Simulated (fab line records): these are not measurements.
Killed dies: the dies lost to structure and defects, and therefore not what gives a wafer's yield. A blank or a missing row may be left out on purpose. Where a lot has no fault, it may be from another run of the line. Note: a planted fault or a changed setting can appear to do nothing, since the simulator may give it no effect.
A struck lot beside a sound one -- flow sky130 -- 15 out of 708 route steps
Sound: these wafers, L566.1, L566.2, L566.6. Wafers L573.2, L573.4, L573.5 were the ones struck. The cause is given at the end.
For every step that has rows: the tool of each side, followed by ch and its chambers, followed by its first start. Under that, the readings that differ: sound wafers -- struck wafers -- difference of the means -- sigmas: that difference in standard deviations of wafers without a fault.
alike: readings with means less than 2 such deviations apart, plus words and numbers identical on both sides. not compared: withheld readings, readings lacking a value on some wafer, bounds such as >300 that could conceal the same value, and numbers that have no deviation in the record and whose values overlap.
Wherever a step has rows on one side only, a row that says differs or no value, or a row with sigmas, the two part there. Non-overlapping numbers with no deviation appear without sigmas and do not part them. A reading that every wafer of one side lacks parts them only if that side has two wafers or more.

first, 8 steps without rows for these wafers: SKY_FIELD_ISO_DEHYDRATE_05 (time 60 s); SKY_FIELD_ISO_HMDS_06 (prime time 60 s); SKY_FIELD_ISO_COAT_07 (resist thk 60 nm); SKY_FIELD_ISO_COAT_08 (resist thk 450 nm); SKY_FIELD_ISO_SOFTBAKE_09 (time 90 s); SKY_FIELD_ISO_EXPOSE_10 (exposes mask FOM, target cd 150 nm); SKY_FIELD_ISO_PEB_11; SKY_FIELD_ISO_DEVELOP_12 (develop time 60 s).
SKY_FIELD_ISO_CD_MEAS_13: the cd target is 150 nm.
  sound on cdSem-02, day 2 22:17; struck on cdSem-02, day 4 09:27
  alike: cdNm
SKY_FIELD_ISO_ETCH_14: etches BARC in N2/H2, stops on SiO2, time 45.9 s, target depth 60 nm.
  sound on rieDiel-03 ch 0,2,3, day 2 22:25; struck on rieDiel-03 ch 1,3, day 4 09:33
  alike: drypumpMotorCurrentA, h2FlowSccm, oesProductAu, rfFwdPowerW, runLengthS, throttleValvePct
  not compared: rfHoursCounterH
SKY_FIELD_ISO_ETCH_15: etches the open film in CHF3/O2, stops on Si, target depth 180 nm, time 72 s.
  sound on rieDiel-03 ch 0,2,3, day 2 22:28; struck on rieDiel-03 ch 1,3, day 4 09:35
  alike: drypumpMotorCurrentA, oesProductAu, rfFwdPowerW, runLengthS, throttleValvePct
  not compared: rfHoursCounterH
SKY_FIELD_ISO_STRIP_16: strips in O2/N2.
  sound on plasmaAsher-02 ch 0,1, day 2 22:31; struck on plasmaAsher-03 ch 0,1, day 4 09:39
  alike: drypumpMotorCurrentA, oesProductAu, stripTimeToEndpointS
  not compared: rfHoursCounterH
SKY_FIELD_ISO_ETCH_17: etches Si in HBr/Cl2/O2, target depth 342 nm, time 97.7 s.
  sound on rieSi-01 ch 0,2,3, day 2 22:37; struck on rieSi-01 ch 0,2, day 4 09:45
reading,sound,struck,difference,sigmas
rfFwdPowerW (W),593.7 601.0 596.6,- - -,no value on the struck wafers,
runLengthS (s),126.3 125.8 125.8,113.2 111.9 112.0,-13.6,-30
model.etch.depthNm (nm),348 333.4 338.1,300.7 292.9 289.7,-45.4,
model.FIELD_ISO.featureDepthNm (nm),348 333.4 338.1,300.7 292.9 289.7,-45.4,
model.Si3N4_of_FIELD_ISO_CVD_03.thkNm (nm),150.2 150.6 150.4,151 151.8 151.7,+1,
  alike: drypumpMotorCurrentA, heBacksideLeakSccm, oesProductAu, throttleValvePct
  not compared: rfHoursCounterH
then, 1 step without rows for these wafers: SKY_FIELD_ISO_WET_ETCH_18 (etches Si3N4 in H3PO4, target depth 25 nm, time 286 s).
-- a jump in the record: the struck wafers' starts before and after are 44 days apart (it breaks off in module FIELD_ISO and resumes in module PAD_OPEN, where the first step shown is number 708 of the route) --
SKY_PAD_OPEN_PROBE_99:
  sound on prober-01, day 46 19:04; struck on prober-01, day 48 13:49
reading,sound,struck,difference,sigmas
killedAtFrontEnd,9 13 10,26 17 21,+11,+2
model.etest.res_p_drift_20v.lineOhmUm,1.256e+04 1.105e+04 1.149e+04,9619 9297 9165,-2340,
model.etest.res_p_drift_20v.rsOhmSq,1.033e+04 9330 9595,8024 7804 7755,-1891,
model.etest.pfet_16v.rOnOhmUm,1.496e+04 1.463e+04 1.476e+04,1.385e+04 1.349e+04 1.363e+04,-1.127e+03,
model.etest.resIsoPwell.rsOhmSq,3039 2736 2839,2377 2290 2273,-558,
model.etest.resIsoPwell.lineOhmUm,1155 1022 1079,902.1 856.3 858.9,-212.9,
model.etest.resNwell.lineOhmUm,1160 1114 1133,969.4 952.9 951.8,-177.6,
model.etest.resNwell.rsOhmSq,962.5 924.1 931.8,803.2 786 783.8,-148.5,
model.etest.pfet_16v.driveUaUm,252.7 253.1 252.8,258.5 266 260.4,+8.8,
  alike: killed_at_M0_to_M3, killed_at_M4_up, killedAtContacts, killedAtOther, killedDies, killedOpen, killedShort

## WHERE THEY PART
Last at SKY_PAD_OPEN_PROBE_99 as far as this record goes, first at SKY_FIELD_ISO_ETCH_17.

WHY: whatever the simulator had introduced
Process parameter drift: rieSi-01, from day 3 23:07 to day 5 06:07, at SKY_FIELD_ISO_ETCH_17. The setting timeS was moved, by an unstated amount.
